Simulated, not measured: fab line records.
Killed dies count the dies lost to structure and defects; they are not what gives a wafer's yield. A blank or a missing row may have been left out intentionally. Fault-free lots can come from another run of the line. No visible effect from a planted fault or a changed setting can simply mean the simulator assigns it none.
fab line records -- flow sky130
record lots=11, wafers=31, last_day=50
route steps=708 shown VIA2@510 METAL3@534 CAPM@537 PAD_OPEN@708
lots with no fault: from the same line, run without faults
start_h: hours from the record's opening day to when the first of the lot's shown wafers began -- wait_h: hours from the lot's prior step to this one -- " the same as in the row above -- L1.1+2: a row that stands for several wafers -- - either no value or no given start -- * or withheld: withheld -- < > ~ a bound
route shown NAME@n: a module of which the file shows steps, and the number in the route of the first -- usual: mean and standard deviation over wafers with no fault -- same: alike in all rows -- chamber/n: place in a boat -- sites: readings site by site -- _std_site: standard deviation across them -- _edge_site: mean of outer sites minus mean of inner sites -- radius_mm: how far each site lies from the wafer's centre -- mask NAME#n: copy n -- behind: the last tool/chamber to shape the wafer -- hold: why the lot was held/for how many hours/how that ended -- device: transistor that didn't switch, given as n, p or np -- end of line: the tests these same wafers got at the end of their route -- a step without rows: its recipe alone -- killed: the dies lost at the first sort to structure and to defects; this is not the yield of the wafer -- map: a wafer's dies, marking killed ones x, the rest . and places with no die _
set.NAME: the setting as run; set.NAME@STEP: as run at that earlier step -- model.NAME: the simulator's own value behind a step, which no gauge read
a sample of lots followed through the steps of the route, with each step as a table and each wafer as a row
services: the hour from which a tool's chamber was out of use, counted from the record's first day as start_h (under 0 if before that day), plus the number of hours and why
## steps
# step SKY_VIA2_BOW_MEAS_03
# recipe mode=bow
# usual VIA2_BOW=85/8.1
lot.wafer,tool,chamber,start_h,wait_h,VIA2_BOW[um]
L866.1,film_metro-04,-,839.03,0.2,93
L866.4,film_metro-04,-,839.03,0.2,87
L866.6,film_metro-04,-,839.03,0.2,100
L868.1,film_metro-01,-,846.90,0.1,95
L868.2,film_metro-01,-,846.90,0.1,89
L868.6,film_metro-01,-,846.90,0.1,96
L875.1,film_metro-02,-,895.81,0.1,74
L875.2,film_metro-02,-,895.81,0.1,82
L875.3,film_metro-02,-,895.81,0.1,72
L877.2,film_metro-01,-,905.44,0.2,79
L877.5,film_metro-01,-,905.44,0.2,79
L877.6,film_metro-01,-,905.44,0.2,78
L879.1,film_metro-02,-,933.62,0.1,92
L879.2,film_metro-02,-,933.62,0.1,82
L879.6,film_metro-02,-,933.62,0.1,87
L880.2,film_metro-01,-,939.97,0.1,86
L880.4,film_metro-01,-,939.97,0.1,77
L885.2,film_metro-04,-,974.87,0.2,86
L885.3,film_metro-04,-,974.87,0.2,84
L885.5,film_metro-04,-,974.87,0.2,80
L886.2,film_metro-04,-,980.08,0.1,94
L886.4,film_metro-04,-,980.08,0.1,81
L886.6,film_metro-04,-,980.08,0.1,79
L887.1,film_metro-01,-,982.27,0.1,73
L887.2,film_metro-01,-,982.27,0.1,77
L887.4,film_metro-01,-,982.27,0.1,81
L888.1,film_metro-04,-,987.25,0.2,93
L888.2,film_metro-04,-,987.25,0.2,90
L888.4,film_metro-04,-,987.25,0.2,81
L889.3,film_metro-01,-,988.74,0.3,103
L889.5,film_metro-01,-,988.74,0.3,95
# step SKY_METAL3_SPUTTER_02
# recipe material=AlCu, target_thk_nm=735, power_w=10600, time_s=39.1, chamber_pressure_pa=0.4
# usual throttle_valve_pct=30.0/1.5
lot.wafer,tool,chamber,start_h,wait_h,throttle_valve_pct
L866.1,pvd_sputter-04,-,866.69,0.0,31.3
L866.4,pvd_sputter-04,-,866.69,0.0,32.1
L866.6,pvd_sputter-04,-,866.69,0.0,31.3
L868.1,pvd_sputter-02,-,874.97,0.0,29.1
L868.2,pvd_sputter-02,-,874.97,0.0,29.2
L868.6,pvd_sputter-02,-,874.97,0.0,29.3
L875.1,pvd_sputter-03,-,921.60,0.0,30.1
L875.2,pvd_sputter-03,-,921.60,0.0,27.3
L875.3,pvd_sputter-03,-,921.60,0.0,31.7
L877.2,pvd_sputter-03,-,932.82,0.0,31.6
L877.5,pvd_sputter-03,-,932.82,0.0,27.0
L877.6,pvd_sputter-03,-,932.82,0.0,29.8
L879.1,pvd_sputter-02,-,959.48,0.0,29.3
L879.2,pvd_sputter-02,-,959.48,0.0,29.9
L879.6,pvd_sputter-02,-,959.48,0.0,29.7
L880.2,pvd_sputter-04,-,966.17,0.0,30.4
L880.4,pvd_sputter-04,-,966.17,0.0,28.5
L885.2,pvd_sputter-04,-,999.67,0.0,30.2
L885.3,pvd_sputter-04,-,999.67,0.0,32.3
L885.5,pvd_sputter-04,-,999.67,0.0,32.1
L886.2,pvd_sputter-04,-,1004.53,0.0,32.2
L886.4,pvd_sputter-04,-,1004.53,0.0,30.4
L886.6,pvd_sputter-04,-,1004.53,0.0,31.3
L887.1,pvd_sputter-03,-,1008.13,0.0,30.2
L887.2,pvd_sputter-03,-,1008.13,0.0,27.0
L887.4,pvd_sputter-03,-,1008.13,0.0,29.5
L888.1,pvd_sputter-03,-,1011.97,0.0,31.7
L888.2,pvd_sputter-03,-,1011.97,0.0,29.2
L888.4,pvd_sputter-03,-,1011.97,0.0,27.2
L889.3,pvd_sputter-02,-,1014.01,0.0,29.8
L889.5,pvd_sputter-02,-,1014.01,0.0,29.2
# step SKY_CAPM_CVD_00
# recipe material=SiO2, target_thk_nm=15.5, temp_c=400, time_s=withheld, rf_w=450
# usual heater_power_w=717/63, rf_fwd_power_W=441.5/3
lot.wafer,tool,chamber,start_h,wait_h,heater_power_w,rf_fwd_power_W
L866.1,pecvd-02,2,866.80,0.0,628,440.7
L866.4,pecvd-02,2,866.80,0.0,639,440.8
L866.6,pecvd-02,0,866.80,0.0,697,447.6
L868.1,pecvd-04,0,875.08,0.0,694,440.0
L868.2,pecvd-04,2,875.08,0.0,681,441.3
L868.6,pecvd-04,1,875.08,0.0,632,443.1
L875.1,pecvd-02,0,921.71,0.0,763,373.3
L875.2,pecvd-02,2,921.71,0.0,682,443.1
L875.3,pecvd-02,1,921.71,0.0,810,440.9
L877.2,pecvd-02,0,932.93,0.0,694,375.5
L877.5,pecvd-02,2,932.93,0.0,686,441.2
L877.6,pecvd-02,1,932.93,0.0,797,439.7
L879.1,pecvd-04,1,959.58,0.0,707,446.4
L879.2,pecvd-04,0,959.58,0.0,756,440.9
L879.6,pecvd-04,1,959.58,0.0,725,446.1
L880.2,pecvd-01,0,966.28,0.0,652,441.0
L880.4,pecvd-01,1,966.28,0.0,748,441.6
L885.2,pecvd-01,2,999.78,0.0,758,436.8
L885.3,pecvd-01,0,999.78,0.0,626,443.6
L885.5,pecvd-01,2,999.78,0.0,758,437.6
L886.2,pecvd-04,2,1004.63,0.0,755,437.4
L886.4,pecvd-04,2,1004.63,0.0,770,435.5
L886.6,pecvd-04,1,1004.63,0.0,714,444.4
L887.1,pecvd-02,0,1008.23,0.0,724,445.1
L887.2,pecvd-02,1,1008.23,0.0,820,441.3
L887.4,pecvd-02,1,1008.23,0.0,801,441.2
L888.1,pecvd-04,2,1012.07,0.0,692,438.4
L888.2,pecvd-04,0,1012.07,0.0,770,437.7
L888.4,pecvd-04,0,1012.07,0.0,762,439.6
L889.3,pecvd-02,0,1014.12,0.0,749,445.3
L889.5,pecvd-02,1,1014.12,0.0,664,441.9
# step SKY_CAPM_THK_MEAS_01
# recipe reads=SiO2_of_CAPM_CVD_00
# usual CAPM_CVD_00_THK=15.46/0.22
lot.wafer,tool,chamber,start_h,wait_h,CAPM_CVD_00_THK[nm]
L866.1,film_metro-03,-,866.82,-,15.60
L866.4,film_metro-03,-,866.82,-,15.46
L866.6,film_metro-03,-,866.82,-,15.70
L868.1,film_metro-04,-,875.10,-,15.26
L868.2,film_metro-04,-,875.10,-,15.38
L868.6,film_metro-04,-,875.10,-,15.34
L875.1,film_metro-03,-,921.73,-,14.66
L875.2,film_metro-03,-,921.73,-,15.49
L875.3,film_metro-03,-,921.73,-,15.60
L877.2,film_metro-04,-,932.96,-,14.29
L877.5,film_metro-04,-,932.96,-,15.43
L877.6,film_metro-04,-,932.96,-,15.47
L879.1,film_metro-02,-,959.61,-,15.15
L879.2,film_metro-02,-,959.61,-,15.25
L879.6,film_metro-02,-,959.61,-,15.61
L880.2,film_metro-02,-,966.31,-,15.20
L880.4,film_metro-02,-,966.31,-,15.70
L885.2,film_metro-04,-,999.82,-,15.74
L885.3,film_metro-04,-,999.82,-,15.83
L885.5,film_metro-04,-,999.82,-,15.96
L886.2,film_metro-03,-,1004.66,-,15.41
L886.4,film_metro-03,-,1004.66,-,15.58
L886.6,film_metro-03,-,1004.66,-,15.68
L887.1,film_metro-03,-,1008.27,-,15.29
L887.2,film_metro-03,-,1008.27,-,15.05
L887.4,film_metro-03,-,1008.27,-,15.48
L888.1,film_metro-04,-,1012.09,-,15.03
L888.2,film_metro-04,-,1012.09,-,15.32
L888.4,film_metro-04,-,1012.09,-,15.68
L889.3,film_metro-02,-,1014.16,-,15.28
L889.5,film_metro-02,-,1014.16,-,15.55
# step SKY_CAPM_STRIP_14
# recipe chemistry=O2/N2, power_w=1400, pressure_mtorr=1500, platen_temp_c=withheld, o2_flow_sccm=3000, n2_flow_sccm=300, overash_fraction=0.5
# usual drypump_motor_current_A=5.8/0.51, n2_flow_sccm=299.9/0.87, oes_product_au=0.711/0.0044, strip_time_to_endpoint_s=12.64/0.041
lot.wafer,tool,chamber,start_h,wait_h,drypump_motor_current_A,n2_flow_sccm,oes_product_au,rf_hours_counter_h,strip_time_to_endpoint_s
L866.1,plasma_asher-04,0,892.89,0.1,5.2,300.9,0.713,111,12.55
L866.4,plasma_asher-04,1,892.89,0.1,6.4,301.3,0.713,-,12.66
L866.6,plasma_asher-04,0,892.89,0.1,5.2,300.8,0.709,-,12.67
L868.1,plasma_asher-04,0,900.74,0.1,5.2,299.5,0.716,112,12.66
L868.2,plasma_asher-04,1,900.74,0.1,6.3,300.3,0.707,112,12.61
L868.6,plasma_asher-04,0,900.74,0.1,5.2,299.1,0.714,-,12.64
L875.1,plasma_asher-02,1,946.33,0.1,6.5,299.7,0.709,21,12.64
L875.2,plasma_asher-02,0,946.33,0.1,6.0,299.3,0.708,21,12.74
L875.3,plasma_asher-02,1,946.33,0.1,6.5,301.6,0.711,-,12.69
L877.2,plasma_asher-03,1,957.39,0.1,5.5,299.3,0.708,85,12.61
L877.5,plasma_asher-03,0,957.39,0.1,5.3,299.9,0.713,-,12.65
L877.6,plasma_asher-03,1,957.39,0.1,5.5,300.3,0.712,-,12.60
L879.1,plasma_asher-03,1,983.54,0.1,5.5,300.6,0.709,87,12.60
L879.2,plasma_asher-03,0,983.54,0.1,5.3,300.0,0.715,87,12.64
L879.6,plasma_asher-03,0,983.54,0.1,5.3,300.6,0.705,-,12.68
L880.2,plasma_asher-02,0,990.09,0.1,6.0,300.6,0.712,26,12.69
L880.4,plasma_asher-02,0,990.09,0.1,6.1,299.1,0.709,-,12.65
L885.2,plasma_asher-02,0,1022.79,0.1,6.0,299.2,0.711,29,12.67
L885.3,plasma_asher-02,1,1022.79,0.1,6.5,301.9,0.711,-,12.66
L885.5,plasma_asher-02,1,1022.79,0.1,6.5,301.2,0.711,-,12.67
L886.2,plasma_asher-04,0,1027.78,0.1,5.1,298.1,0.715,123,12.70
L886.4,plasma_asher-04,1,1027.78,0.1,6.3,299.6,0.712,-,12.66
L886.6,plasma_asher-04,0,1027.78,0.1,5.1,299.1,0.706,-,12.63
L887.1,plasma_asher-02,0,1031.34,0.1,6.1,299.2,0.709,30,12.64
L887.2,plasma_asher-02,1,1031.34,0.1,6.5,299.0,0.703,30,12.57
L887.4,plasma_asher-02,0,1031.34,0.1,6.1,300.5,0.715,-,12.61
L888.1,plasma_asher-03,0,1035.18,0.1,5.3,299.8,0.712,92,12.63
L888.2,plasma_asher-03,1,1035.18,0.1,5.6,299.6,0.710,92,12.60
L888.4,plasma_asher-03,0,1035.18,0.1,5.3,301.5,0.706,-,12.66
L889.3,plasma_asher-02,1,1036.93,0.1,6.5,298.3,0.718,-,12.64
L889.5,plasma_asher-02,1,1036.93,0.1,6.5,298.1,0.704,-,12.59
# step SKY_METAL3_ETCH_17
# recipe target=SiO2, stop_on=TiN, chemistry=C4F8/O2/Ar, source_w=1500, bias_w=1200, pressure_mtorr=40, c4f8_flow_sccm=withheld, O2_flow_sccm=6, Ar_flow_sccm=300, time_s=3.9, target_depth_a=150
# usual oes_product_au=0.754/0.0062
lot.wafer,tool,chamber,start_h,wait_h,oes_product_au
L866.1,rie_diel-04,0,919.27,0.2,0.763
L866.4,rie_diel-04,2,919.27,0.2,0.750
L866.6,rie_diel-04,0,919.27,0.2,0.759
L868.1,rie_diel-01,2,927.30,0.2,0.752
L868.2,rie_diel-01,1,927.30,0.2,0.752
L868.6,rie_diel-01,2,927.30,0.2,0.748
L875.1,rie_diel-04,3,971.25,0.1,0.729
L875.2,rie_diel-04,2,971.25,0.1,0.757
L875.3,rie_diel-04,0,971.25,0.1,0.752
L877.2,rie_diel-04,2,982.10,0.1,0.734
L877.5,rie_diel-04,1,982.10,0.1,0.749
L877.6,rie_diel-04,2,982.10,0.1,0.752
L879.1,rie_diel-04,0,1008.00,0.1,0.749
L879.2,rie_diel-04,3,1008.00,0.1,0.747
L879.6,rie_diel-04,0,1008.00,0.1,0.764
L880.2,rie_diel-04,3,1014.30,0.1,0.743
L880.4,rie_diel-04,0,1014.30,0.1,0.762
L885.2,rie_diel-03,1,1046.04,0.1,0.762
L885.3,rie_diel-03,3,1046.04,0.1,0.758
L885.5,rie_diel-03,2,1046.04,0.1,0.760
L886.2,rie_diel-04,2,1050.15,0.1,0.746
L886.4,rie_diel-04,3,1050.15,0.1,0.753
L886.6,rie_diel-04,2,1050.15,0.1,0.756
L887.1,rie_diel-04,1,1054.43,0.2,0.744
L887.2,rie_diel-04,3,1054.43,0.2,0.745
L887.4,rie_diel-04,3,1054.43,0.2,0.754
L888.1,rie_diel-01,1,1058.29,0.1,0.753
L888.2,rie_diel-01,3,1058.29,0.1,0.750
L888.4,rie_diel-01,2,1058.29,0.1,0.763
L889.3,rie_diel-03,0,1059.42,0.0,0.749
L889.5,rie_diel-03,0,1059.42,0.0,0.752
# step SKY_PAD_OPEN_PROBE_99
# usual defect_limited_yield=82.4/1.8, killed_at_M0_to_M3=44/6.3, killed_at_M4_up=3.1/1.8, killed_at_contacts=25/5.1, killed_at_front_end=15/4.1, killed_at_other=0.3/0.71, killed_dies=87/8.8, killed_open=47/6.8, killed_short=40/6.7, sort_bin_3_pad_short=0.9/0.39, sort_bin_5_function=10.4/1.5, sort_bin_6_memory=6.4/1.1, sort_n_pass=405/8.8, sort_yield_pct=82.4/1.8
# same gross_dies=492, killed_at_back_side=0, sort_bin_4_leakage[%]=0, sort_bin_8_speed[%]=0
lot.wafer,tool,chamber,start_h,wait_h,defect_limited_yield[%],killed_at_M0_to_M3,killed_at_M4_up,killed_at_contacts,killed_at_front_end,killed_at_other,killed_dies,killed_open,killed_short,sort_bin_3_pad_short[%],sort_bin_5_function[%],sort_bin_6_memory[%],sort_n_pass,sort_yield_pct[%]
L877.2,prober-01,-,1143.64,0.1,85.2,41,2,16,14,0,73,32,41,0.6,8.1,6.1,419,85.2
L877.5,prober-01,-,1143.79,0.2,82.5,41,5,20,20,0,86,51,35,0.4,9.3,7.7,406,82.5
L877.6,prober-01,-,1143.84,0.2,80.7,50,1,28,16,0,95,44,51,0.8,11.4,7.1,397,80.7
# killed by level:class
L877.2 VIA1:geometric_particle:open=10 VIA1:geometric_particle:short=7 CONTACT:geometric_particle:open=6 FIELD_ISO:geometric_particle:short=5 METAL1:geometric_particle:short=5 VIA2:geometric_particle:open=5 FIELD_ISO:geometric_particle:open=4 LI_CONTACT:geometric_particle:short=4
L877.5 VIA1:geometric_particle:open=15 CONTACT:geometric_particle:open=9 METAL1:geometric_particle:short=7 LI_CONTACT:geometric_particle:open=6 FIELD_ISO:geometric_particle:open=5 VIA1:geometric_particle:short=5 CONTACT:geometric_particle:short=4 VIA3:geometric_particle:open=4
L877.6 METAL2:geometric_particle:short=10 FIELD_ISO:geometric_particle:short=8 CONTACT:geometric_particle:open=8 LI_CONTACT:geometric_particle:open=7 METAL1:geometric_particle:short=7 VIA1:geometric_particle:open=6 VIA3:geometric_particle:open=6 FIELD_ISO:geometric_particle:open=5
## services
tool,chamber,start_h,hours,kind
rie_diel-01,0,843.58,3.4,repair
rie_diel-04,3,849.04,4.0,repair
rie_diel-01,1,853.21,4.7,repair
plasma_asher-04,-,868.70,3.2,repair
pvd_sputter-02,-,872.50,2.2,repair
rie_diel-04,1,876.50,2.1,repair
rie_diel-04,1,885.64,20.5,repair
plasma_asher-02,-,888.71,0.5,repair
plasma_asher-04,-,904.56,2.8,pm
rie_diel-01,1,905.83,6.2,repair
pvd_sputter-03,-,910.80,4.8,repair
pvd_sputter-02,-,911.97,3.1,repair
pvd_sputter-02,-,924.66,0.9,repair
plasma_asher-03,-,926.67,0.9,repair
rie_diel-01,3,928.80,8.2,repair
plasma_asher-04,-,942.30,8.1,repair
pecvd-04,-,953.01,0.3,repair
plasma_asher-03,-,959.34,0.5,repair
plasma_asher-02,-,1006.36,1.4,repair
pvd_sputter-04,-,1009.33,5.6,repair
rie_diel-01,1,1009.39,1.5,repair
rie_diel-04,0,1036.17,30.6,repair
plasma_asher-04,-,1055.25,9.0,pm
rie_diel-04,2,1056.32,3.3,repair
## key
first_sign step=SKY_CAPM_CVD_00, reading=rf_fwd_power_W, direction=down, sigmas=22, usual=441.5, struck=374.4
effect step=SKY_CAPM_THK_MEAS_01, reading=CAPM_CVD_00_THK, direction=down, sigmas=4.5, usual=15.46, struck=14.48
effect step=SKY_METAL3_ETCH_17, reading=oes_product_au, direction=down, sigmas=3.6, usual=0.754, struck=0.731
met_at SKY_CAPM_CVD_00
struck_lots L875,L877
struck_wafers L875.1,L877.2
not_acting_at SKY_VIA2_BOW_MEAS_03,SKY_METAL3_SPUTTER_02,SKY_CAPM_STRIP_14
onset_between 866.80 921.71
fault kind=process_parameter_drift, tool=pecvd-02, chamber=0, onset_h=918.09, steps=SKY_CAPM_CVD_00, channel=rf_w, offset=-72, shape=step, end_h=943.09, acts_in=these_recipes_only, stated=450
